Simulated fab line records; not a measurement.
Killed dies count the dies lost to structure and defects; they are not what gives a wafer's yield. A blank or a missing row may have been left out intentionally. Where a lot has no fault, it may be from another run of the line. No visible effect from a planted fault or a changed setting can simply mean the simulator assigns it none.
fab line records	flow sky130
[record] lots = 11	wafers = 33	last-day = 50
route steps=708 shown SONOS_ONO@185 RES_PROTECT@215 POLY_GATE@228 LDD_HVN@269 LDD_HVP@288 LDD_LDN@302 PAD_OPEN@708
lots with no fault: from the same line, run without faults
start-h: hours from the record's first day to the start of the lot's first wafer shown	wait-h: how many hours have passed since the lot's step before this one	" as in the row above	L1.1+2: a row that stands for several wafers	- no value, or no start was given	* or withheld: withheld	< > ~ a bound
route shown NAME@n: a module of which the file shows steps, and the number in the route of the first	usual: mean/standard deviation of fault-free wafers	same: alike in all rows	chamber/n: place in a boat	sites: the reading at each site	_std_site: the values' standard deviation	_edge_site: inner sites' mean taken away from outer sites' mean	radius-mm: how far each site lies from the wafer's centre	mask NAME#n: copy n	behind: the most recent tool/chamber to have shaped the wafer	hold: why the lot went on hold/how many hours it stayed there/how the hold came to an end	device: the n, p or np transistor that did not switch	end of line: the route-end tests of the same wafers	a step given without rows: its recipe and nothing more	killed: at the first sort, the dies lost to defects and structure; wafer yield is something else	map: per-die view of a wafer (x killed, . not killed, _ where there is no die)
set.NAME: the setting that was run; set.NAME@STEP: the one run at that earlier step	model.NAME: the simulator's own value behind a step, which no gauge read
route steps across a sampled set of lots; one table per step, one row per wafer
services: from which hour (start-h, from the record's first day; less than 0 if before it) a tool's chamber was out of use, for how many hours, and why
[[steps]]
[step SKY_SONOS_ONO_STRIP_17]
[recipe] chemistry = O2/N2	power-w = 1400	pressure-mtorr = 1500	platen-temp-c = withheld	o2-flow-sccm = 3000	n2-flow-sccm = 300	overash-fraction = 0.5
[usual] drypump-motor-current-A = 5.7/0.6	oes-product-au = 0.710/0.0045	strip-time-to-endpoint-s = 14.12/0.033
lot.wafer	tool	chamber	start-h	wait-h	drypump-motor-current-A	oes-product-au	rf-hours-counter-h	strip-time-to-endpoint-s
L426.1	plasma-asher-02	0	306.14	0.0	6.7	0.711	55	14.11
L426.4	"	0	"	"	6.7	0.710	-	14.10
L426.6	"	1	"	"	5.3	0.712	-	14.15
L433.2	plasma-asher-02	1	360.84	0.0	5.3	0.706	61	14.13
L433.5	"	1	"	"	5.3	0.708	-	14.10
L433.6	"	0	"	"	6.8	0.707	-	14.12
L432.1	plasma-asher-02	0	365.93	0.0	6.8	0.711	62	14.13
L432.3	"	0	"	"	6.8	0.715	-	14.12
L432.6	"	0	"	"	6.8	0.715	-	14.13
L434.1	plasma-asher-03	0	368.38	0.0	5.0	0.709	26	14.13
L434.4	"	1	"	"	5.9	0.705	-	14.15
L434.6	"	1	"	"	5.9	0.717	-	14.14
L435.4	plasma-asher-03	1	380.88	0.0	5.9	0.713	-	14.10
L435.5	"	1	"	"	5.9	0.710	-	14.09
L435.6	"	0	"	"	5.1	0.708	-	14.10
L438.3	plasma-asher-03	1	414.17	0.0	5.9	0.703	-	14.07
L438.4	"	0	"	"	5.0	0.713	-	14.13
L438.6	"	1	"	"	5.9	0.709	-	14.07
L439.1	plasma-asher-04	0	419.45	0.0	5.6	0.712	56	14.13
L439.2	"	1	"	"	5.1	0.702	56	14.12
L439.4	"	1	"	"	5.1	0.711	-	14.11
L440.4	plasma-asher-03	0	429.77	0.0	5.0	0.718	-	14.09
L440.5	"	0	"	"	5.0	0.711	-	14.08
L440.6	"	1	"	"	5.9	0.715	-	14.10
L442.1	plasma-asher-02	1	443.29	0.0	5.3	0.704	1	14.11
L442.4	"	0	"	"	6.8	0.705	-	14.17
L442.5	"	1	"	"	5.3	0.704	-	14.16
L443.1	plasma-asher-03	0	460.54	0.0	5.0	0.709	35	14.21
L443.3	"	1	"	"	5.9	0.711	-	14.16
L443.6	"	1	"	"	5.9	0.703	-	14.17
L444.1	plasma-asher-04	0	461.75	0.0	5.6	0.710	61	14.11
L444.3	"	0	"	"	5.6	0.713	-	14.08
L444.5	"	0	"	"	5.7	0.708	-	14.08
[step SKY_RES_PROTECT_TW_MEAS_08]
[usual] POLY_GATE_TW = 3991/50
lot.wafer	tool	chamber	start-h	wait-h	POLY_GATE_TW
L426.1	film-metro-03	-	366.72	0.1	4054
L426.4	"	-	"	"	4078
L426.6	"	-	"	"	4073
L433.2	film-metro-02	-	433.59	0.1	3952
L433.5	"	-	"	"	3940
L433.6	"	-	"	"	3945
L432.1	film-metro-01	-	433.88	0.1	4046
L432.3	"	-	"	"	4039
L432.6	"	-	"	"	4034
L434.1	film-metro-02	-	433.97	0.1	3938
L434.4	"	-	"	"	3927
L434.6	"	-	"	"	3928
L435.4	film-metro-02	-	452.81	0.1	3912
L435.5	"	-	"	"	3927
L435.6	"	-	"	"	3918
L439.1	film-metro-03	-	487.48	0.1	4005
L439.2	"	-	"	"	3981
L439.4	"	-	"	"	3987
L438.3	film-metro-02	-	488.74	0.1	3914
L438.4	"	-	"	"	3926
L438.6	"	-	"	"	3910
L440.4	film-metro-01	-	499.15	0.1	4009
L440.5	"	-	"	"	4009
L440.6	"	-	"	"	4002
L442.1	film-metro-03	-	508.47	0.1	4016
L442.4	"	-	"	"	4032
L442.5	"	-	"	"	4010
L443.1	film-metro-02	-	525.97	0.1	3945
L443.3	"	-	"	"	3930
L443.6	"	-	"	"	3943
L444.1	film-metro-02	-	529.47	0.1	3906
L444.3	"	-	"	"	3923
L444.5	"	-	"	"	3907
[step SKY_POLY_GATE_OVL_MEAS_14]
[usual] POLY_GATE_OVL = -2/4.3
lot.wafer	tool	chamber	start-h	wait-h	POLY_GATE_OVL[nm]
L426.1	overlay-01	-	400.29	0.1	-7
L426.4	"	-	"	"	-3
L426.6	"	-	"	"	-5
L433.2	overlay-02	-	466.55	0.1	-6
L433.5	"	-	"	"	-2
L433.6	"	-	"	"	-1
L434.1	overlay-02	-	466.89	0.1	3
L434.4	"	-	"	"	3
L434.6	"	-	"	"	-1
L432.1	overlay-02	-	467.24	0.1	-2
L432.3	"	-	"	"	-3
L432.6	"	-	"	"	4
L435.4	overlay-01	-	486.11	0.1	-3
L435.5	"	-	"	"	8
L435.6	"	-	"	"	1
L439.1	overlay-01	-	519.34	0.1	-6
L439.2	"	-	"	"	-3
L439.4	"	-	"	"	-7
L438.3	overlay-02	-	521.70	0.1	-4
L438.4	"	-	"	"	-10
L438.6	"	-	"	"	-1
L440.4	overlay-01	-	531.46	0.1	-3
L440.5	"	-	"	"	5
L440.6	"	-	"	"	-1
L442.1	overlay-02	-	542.29	0.1	2
L442.4	"	-	"	"	-1
L442.5	"	-	"	"	-7
L443.1	overlay-02	-	557.69	0.1	-10
L443.3	"	-	"	"	-8
L443.6	"	-	"	"	-3
L444.1	overlay-02	-	562.04	0.1	-4
L444.3	"	-	"	"	0
L444.5	"	-	"	"	1
[step SKY_LDD_HVN_COAT_02]
[recipe] resist = NOVOLAK	spin-rpm = 3000	resist-thk-nm = 300
[usual] chill-plate-temp-C = 22.98/0.097	dispense-pressure-kPa = 47.3/2.4
lot.wafer	tool	chamber	start-h	wait-h	chill-plate-temp-C	dispense-pressure-kPa
L426.1	litho-track-02	0	482.87	0.1	23.02	49.8
L426.4	"	0	"	"	22.92	49.7
L426.6	"	0	"	"	22.98	49.8
L432.1	litho-track-02	0	546.22	0.1	22.92	49.7
L432.3	"	0	"	"	22.95	49.8
L432.6	"	0	"	"	22.87	49.8
L434.1	litho-track-01	-	546.43	0.1	-	-
L434.4	"	-	"	"	-	-
L434.6	"	-	"	"	-	-
L433.2	litho-track-01	-	551.75	0.1	-	-
L433.5	"	-	"	"	-	-
L433.6	"	-	"	"	-	-
L435.4	litho-track-03	-	564.99	0.1	-	-
L435.5	"	-	"	"	-	-
L435.6	"	-	"	"	-	-
L439.1	litho-track-01	0	596.48	0.1	23.13	44.4
L439.2	"	0	"	"	22.91	44.5
L439.4	"	0	"	"	22.96	44.5
L438.3	litho-track-02	0	599.07	0.1	23.00	49.7
L438.4	"	0	"	"	23.02	49.7
L438.6	"	0	"	"	22.94	49.7
L440.4	litho-track-01	0	609.65	0.1	23.10	44.5
L440.5	"	0	"	"	23.01	44.5
L440.6	"	0	"	"	23.18	44.5
L442.1	litho-track-03	0	619.12	0.1	22.86	49.0
L442.4	"	0	"	"	22.93	48.9
L442.5	"	0	"	"	22.81	48.9
L443.1	litho-track-03	0	632.92	0.1	23.08	48.9
L443.3	"	0	"	"	23.09	48.9
L443.6	"	0	"	"	23.08	48.9
L444.1	litho-track-01	0	638.93	0.1	22.79	44.5
L444.3	"	0	"	"	22.86	44.5
L444.5	"	0	"	"	22.79	44.5
[step SKY_LDD_HVN_OVL_MEAS_07]
[usual] LDD_HVN_OVL = 0.6/1.4
lot.wafer	tool	chamber	start-h	wait-h	LDD_HVN_OVL[nm]
L426.1	overlay-02	-	498.57	0.1	-1.7
L426.4	"	-	"	"	-1.8
L426.6	"	-	"	"	-1.7
L432.1	overlay-02	-	561.87	0.1	1.4
L432.3	"	-	"	"	4.2
L432.6	"	-	"	"	2.6
L434.1	overlay-01	-	561.88	0.1	-
L434.4	"	-	"	"	-
L434.6	"	-	"	"	-
L433.2	overlay-02	-	566.29	0.1	-
L433.5	"	-	"	"	-
L433.6	"	-	"	"	-
L435.4	overlay-02	-	579.79	0.1	-
L435.5	"	-	"	"	-
L435.6	"	-	"	"	-
L439.1	overlay-01	-	611.32	0.1	3.7
L439.2	"	-	"	"	3.3
L439.4	"	-	"	"	1.8
L438.3	overlay-01	-	614.48	0.1	0.1
L438.4	"	-	"	"	0.1
L438.6	"	-	"	"	0.1
L440.4	overlay-01	-	624.19	0.1	-1.9
L440.5	"	-	"	"	0.0
L440.6	"	-	"	"	-1.3
L442.1	overlay-02	-	633.73	0.1	-1.0
L442.4	"	-	"	"	-1.2
L442.5	"	-	"	"	0.2
L443.1	overlay-02	-	647.67	0.1	1.7
L443.3	"	-	"	"	1.2
L443.6	"	-	"	"	-1.3
L444.1	overlay-01	-	653.37	0.1	1.7
L444.3	"	-	"	"	-0.1
L444.5	"	-	"	"	0.7
[step SKY_LDD_HVP_TW_MEAS_10]
[usual] LDD_HVP_TW = 451/4.7
lot.wafer	tool	chamber	start-h	wait-h	LDD_HVP_TW
L426.1	film-metro-02	-	529.70	0.1	442
L426.4	"	-	"	"	441
L426.6	"	-	"	"	444
L432.1	film-metro-03	-	591.50	0.1	453
L432.3	"	-	"	"	456
L432.6	"	-	"	"	453
L434.1	film-metro-02	-	591.60	0.1	1417
L434.4	"	-	"	"	1412
L434.6	"	-	"	"	1409
L433.2	film-metro-03	-	596.46	0.1	1438
L433.5	"	-	"	"	1439
L433.6	"	-	"	"	1443
L435.4	film-metro-03	-	609.58	0.1	1439
L435.5	"	-	"	"	1428
L435.6	"	-	"	"	1425
L439.1	film-metro-02	-	640.31	0.1	440
L439.2	"	-	"	"	440
L439.4	"	-	"	"	441
L438.3	film-metro-03	-	643.33	0.1	452
L438.4	"	-	"	"	450
L438.6	"	-	"	"	450
L440.4	film-metro-01	-	653.28	0.1	458
L440.5	"	-	"	"	460
L440.6	"	-	"	"	457
L442.1	film-metro-03	-	662.71	0.1	450
L442.4	"	-	"	"	455
L442.5	"	-	"	"	450
L443.1	film-metro-01	-	676.45	0.1	455
L443.3	"	-	"	"	456
L443.6	"	-	"	"	457
L444.1	film-metro-03	-	681.50	0.1	455
L444.3	"	-	"	"	451
L444.5	"	-	"	"	452
[step SKY_LDD_LDN_TW_MEAS_13]
[usual] LDD_LDN_TW = 1469/25
lot.wafer	tool	chamber	start-h	wait-h	LDD_LDN_TW
L426.1	film-metro-02	-	560.46	0.1	1447
L426.4	"	-	"	"	1454
L426.6	"	-	"	"	1451
L432.1	film-metro-02	-	620.71	0.1	1433
L432.3	"	-	"	"	1441
L432.6	"	-	"	"	1428
L434.1	film-metro-04	-	621.42	0.1	1843
L434.4	"	-	"	"	1839
L434.6	"	-	"	"	1841
L433.2	film-metro-02	-	625.87	0.1	1753
L433.5	"	-	"	"	1753
L433.6	"	-	"	"	1766
L435.4	film-metro-01	-	638.39	0.1	1809
L435.5	"	-	"	"	1806
L435.6	"	-	"	"	1811
L439.1	film-metro-02	-	669.45	0.1	1449
L439.2	"	-	"	"	1441
L439.4	"	-	"	"	1441
L438.3	film-metro-02	-	672.13	0.1	1453
L438.4	"	-	"	"	1451
L438.6	"	-	"	"	1459
L440.4	film-metro-02	-	681.50	0.1	1449
L440.5	"	-	"	"	1457
L440.6	"	-	"	"	1462
L442.1	film-metro-04	-	706.78	0.1	1493
L442.4	"	-	"	"	1495
L442.5	"	-	"	"	1493
L443.1	film-metro-01	-	708.74	0.1	1474
L443.3	"	-	"	"	1468
L443.6	"	-	"	"	1473
L444.1	film-metro-04	-	709.39	0.1	1500
L444.3	"	-	"	"	1489
L444.5	"	-	"	"	1486
[step SKY_PAD_OPEN_PROBE_99]
[usual] killed_at_M0_to_M3 = 43/7.2	killed_at_M4_up = 3.5/2	killed-at-contacts = 24/5.2	killed-at-front-end = 15/4.4	killed-at-other = 0.2/0.48	killed-dies = 85/9.4	killed-on-rim = 16/3.7	killed-open = 46/7.3	killed-short = 39/6.1
[same] gross-dies = 492	killed-at-back-side = 0
lot.wafer	tool	chamber	start-h	wait-h	killed_at_M0_to_M3	killed_at_M4_up	killed-at-contacts	killed-at-front-end	killed-at-other	killed-dies	killed-on-rim	killed-open	killed-short
L432.1	prober-01	-	1125.65	0.1	36	2	34	17	0	89	17	55	34
L432.3	prober-01	-	1125.75	0.2	37	4	25	13	0	79	19	36	40
L432.6	prober-01	-	1125.90	0.2	42	5	32	13	1	93	14	49	43
L434.1	prober-02	-	1127.15	0.1	35	4	22	431	0	492	96	42	37
L434.4	prober-02	-	1127.30	0.2	40	2	29	420	1	492	96	41	41
L434.6	prober-02	-	1127.40	0.2	29	0	21	442	0	492	96	34	30
L433.2	prober-02	-	1136.29	0.1	41	4	28	419	0	492	96	54	39
L433.5	prober-02	-	1136.44	0.2	47	7	24	414	0	492	96	45	47
L433.6	prober-02	-	1136.49	0.2	41	4	27	420	0	492	96	51	40
L435.4	prober-01	-	1149.00	0.2	58	1	27	406	0	492	96	59	45
L435.5	prober-01	-	1149.05	0.2	34	7	28	423	0	492	96	49	32
L435.6	prober-01	-	1149.10	0.2	56	9	26	401	0	492	96	61	52
// killed by level:class
L432.1 CONTACT:geometric-particle:open=15 LI_CONTACT:geometric-particle:open=11 VIA2:geometric-particle:open=9 VIA1:geometric-particle:open=8 FIELD_ISO:geometric-particle:short=7 METAL2:geometric-particle:short=5 VIA3:geometric-particle:open=4 POLY_GATE:geometric-particle:short=3
L432.3 CONTACT:geometric-particle:short=9 METAL1:geometric-particle:short=8 CONTACT:geometric-particle:open=7 VIA1:geometric-particle:open=6 VIA2:geometric-particle:open=5 FIELD_ISO:geometric-particle:short=4 LI_CONTACT:geometric-particle:short=3 POLY_GATE:geometric-particle:short=3
L432.6 CONTACT:geometric-particle:open=12 LI_CONTACT:geometric-particle:open=8 VIA2:geometric-particle:open=8 METAL1:geometric-particle:short=7 VIA1:geometric-particle:open=7 VIA1:geometric-particle:short=5 LI_CONTACT:geometric-particle:short=4 CONTACT:geometric-particle:short=4
L434.1 LDD_HVN:area-expose=413 VIA1:geometric-particle:open=7 FIELD_ISO:geometric-particle:short=5 LI_CONTACT:geometric-particle:short=5 LI_CONTACT:geometric-particle:open=5 CONTACT:geometric-particle:open=5 VIA3:geometric-particle:open=5 VIA3:geometric-particle:short=5
L434.4 LDD_HVN:area-expose=410 LI_CONTACT:geometric-particle:open=11 CONTACT:geometric-particle:open=7 VIA3:geometric-particle:short=6 VIA1:geometric-particle:open=6 VIA2:geometric-particle:open=6 VIA1:geometric-particle:short=5 CONTACT:geometric-particle:short=4
L434.6 LDD_HVN:area-expose=428 LI_CONTACT:geometric-particle:open=8 CONTACT:geometric-particle:open=8 METAL1:geometric-particle:short=5 FIELD_ISO:geometric-particle:short=4 VIA2:geometric-particle:open=4 VIA3:geometric-particle:open=4 CONTACT:geometric-particle:short=3
L433.2 LDD_HVN:area-expose=398 CONTACT:geometric-particle:open=13 VIA1:geometric-particle:open=8 VIA2:geometric-particle:open=8 POLY_GATE:geometric-particle:open=6 LI_CONTACT:geometric-particle:short=6 VIA3:geometric-particle:open=5 VIA1:geometric-particle:short=5
L433.5 LDD_HVN:area-expose=400 VIA3:geometric-particle:open=10 VIA1:geometric-particle:open=8 CONTACT:geometric-particle:open=8 METAL1:geometric-particle:short=8 METAL4:geometric-particle:short=6 LI_CONTACT:geometric-particle:open=5 CONTACT:geometric-particle:short=5
L433.6 LDD_HVN:area-expose=401 VIA1:geometric-particle:open=14 CONTACT:geometric-particle:open=9 CONTACT:geometric-particle:short=5 FIELD_ISO:geometric-particle:short=4 FIELD_ISO:geometric-particle:open=4 POLY_GATE:geometric-particle:open=4 LI_CONTACT:geometric-particle:open=4
L435.4 LDD_HVN:area-expose=388 VIA1:geometric-particle:open=20 CONTACT:geometric-particle:open=12 VIA1:geometric-particle:short=9 LI_CONTACT:geometric-particle:open=8 POLY_GATE:geometric-particle:short=7 METAL2:geometric-particle:short=6 VIA3:geometric-particle:open=6
L435.5 LDD_HVN:area-expose=411 CONTACT:geometric-particle:open=10 VIA1:geometric-particle:open=9 LI_CONTACT:geometric-particle:open=8 METAL1:geometric-particle:short=7 FIELD_ISO:geometric-particle:open=6 METAL4:geometric-particle:short=6 VIA2:geometric-particle:open=6
L435.6 LDD_HVN:area-expose=379 VIA2:geometric-particle:open=11 VIA1:geometric-particle:open=10 LI_CONTACT:geometric-particle:open=9 VIA3:geometric-particle:open=9 POLY_GATE:geometric-particle:short=7 METAL4:geometric-particle:short=7 VIA1:geometric-particle:short=7
[[services]]
tool	chamber	start-h	hours	kind
litho-track-03	-	304.95	-	consumable-replace:filter
plasma-asher-04	-	327.01	3.4	repair
plasma-asher-02	-	353.17	1.4	repair
plasma-asher-02	-	421.25	9.0	pm
plasma-asher-02	0	421.25	9.0	vent-cycle
plasma-asher-02	1	421.25	9.0	vent-cycle
plasma-asher-02	0	430.25	-	clean
plasma-asher-02	1	430.25	-	clean
plasma-asher-03	-	444.97	2.4	repair
plasma-asher-02	-	445.38	5.6	repair
plasma-asher-03	-	470.61	2.8	pm
plasma-asher-04	-	503.49	2.8	pm
plasma-asher-02	-	523.77	1.7	repair
plasma-asher-02	-	581.61	2.8	pm
plasma-asher-02	-	592.81	21.6	repair
plasma-asher-02	-	636.50	14.6	pm
[[key]]
[first-sign] step = SKY_LDD_HVN_COAT_02	reading = tool-record	direction = missing
[effect] step = SKY_LDD_HVN_OVL_MEAS_07	reading = LDD_HVN_OVL	direction = missing
[effect] step = SKY_LDD_HVP_TW_MEAS_10	reading = LDD_HVP_TW	direction = up	sigmas = 99+	usual = 451	struck = 1428
[effect] step = SKY_LDD_LDN_TW_MEAS_13	reading = LDD_LDN_TW	direction = up	sigmas = 13	usual = 1469	struck = 1802
[effect] step = SKY_PAD_OPEN_PROBE_99	reading = killed-at-front-end	direction = up	sigmas = 93	usual = 15	struck = 420
[more-kills-born-at] SKY_LDD_HVN_EXPOSE_04@iline-stepper-02 = 3628
met-at SKY_LDD_HVN_COAT_02
struck-lots L433,L434,L435
tester-left-out L433,L434,L435
not-acting-at SKY_SONOS_ONO_STRIP_17,SKY_RES_PROTECT_TW_MEAS_08,SKY_POLY_GATE_OVL_MEAS_14
[fault] kind = skipped-step-whole	tool = litho-track-01,litho-track-03	chamber = -	onset-h = 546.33	steps = SKY_LDD_HVN_COAT_02	scope = struck-lots-only
// tester-left-out: of these lots the tester's yield and bins aren't shown, on N5 and GAA mostly nor the transistor test; their killed dies are dies lost to structure and defects alone, not to doping, threshold or leakage, so they don't give the yield
